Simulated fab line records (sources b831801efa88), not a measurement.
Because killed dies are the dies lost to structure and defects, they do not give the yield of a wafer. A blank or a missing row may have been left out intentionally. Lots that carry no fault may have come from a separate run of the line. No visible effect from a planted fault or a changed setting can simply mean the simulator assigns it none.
Chamber matching | flow sfqLine | 3 sister chambers for SFQ_TRILAYER_A5C_DEP_PECVD_142 on pecvd-02
The step deposits SiO2 from SiH4/N2O, time 15.556 s, target thk 70 nm. 14 wafers are shown with their chamber, then 7 later ones without.

== WAFERS PAIRED WITH THEIR CHAMBERS ==
wafer  | chamber | throttleValvePct (%) | heaterPowerW (W) | heaterPowerOuterW (W)
L221.1 | 0       | 24.3                 | 97               | 39
L221.3 | 2       | 23.5                 | 82               | 28
L221.4 | 2       | 23.3                 | 81               | 29
L222.1 | 0       | 24.3                 | 81               | 30
L222.4 | 1       | 22.2                 | 88               | 33
L222.5 | 0       | 24.1                 | 85               | 30
L224.1 | 2       | 23.6                 | 73               | 22
L224.2 | 1       | 22.0                 | 89               | 32
L224.4 | 0       | 24.2                 | 95               | 38
L227.1 | 2       | 23.9                 | 79               | 28
L227.2 | 0       | 24.6                 | 92               | 35
L227.5 | 2       | 23.5                 | 79               | 28
L229.2 | 0       | 24.4                 | 94               | 36
L229.3 | 2       | 23.7                 | 72               | 23

SIGNATURES (means of the wafers above)
reading           | chamber 0 | chamber 1 | chamber 2 | scatter within a chamber
throttleValvePct  | 24.317    | 22.100    | 23.583    | 0.185
heaterPowerW      | 90.67     | 88.50     | 77.67     | 5.09
heaterPowerOuterW | 34.67     | 32.50     | 26.33     | 3.32
Rule: a wafer lies at a distance from a chamber equal to the root of the sum of squares, over the readings, of (its reading less the chamber's mean, divided by the reading's scatter). The wafer belongs to the nearest chamber; if the next one is less than 2 further off, it can't be placed. The scatter: take each reading less its chamber's mean, square it, sum over the shown wafers, divide by the number of wafers less the number of chambers, and take the root.

== WAFERS WHOSE CHAMBER IS MISSING ==
wafer  | throttleValvePct (%) | heaterPowerW (W) | heaterPowerOuterW (W)
L229.4 | 24.5                 | 92               | 36
L231.2 | 24.8                 | 82               | 28
L231.4 | 24.0                 | 67               | 19
L231.5 | 24.7                 | 82               | 29
L244.1 | 23.3                 | 89               | 32
L244.5 | 24.3                 | 85               | 29
L244.6 | 23.3                 | 88               | 32

== WHICH CHAMBER EACH WENT THROUGH ==
wafer  | from the rows above | in truth
L229.4 | 0                   | 0
L231.2 | 0                   | 0
L231.4 | 2                   | 2
L231.5 | 0                   | 0
L244.1 | 2                   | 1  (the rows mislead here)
L244.5 | 0                   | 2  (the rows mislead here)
L244.6 | 2                   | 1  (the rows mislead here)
Placed correctly: 4 of 7. Not placeable from these rows: 0. Placed wrongly: 3.
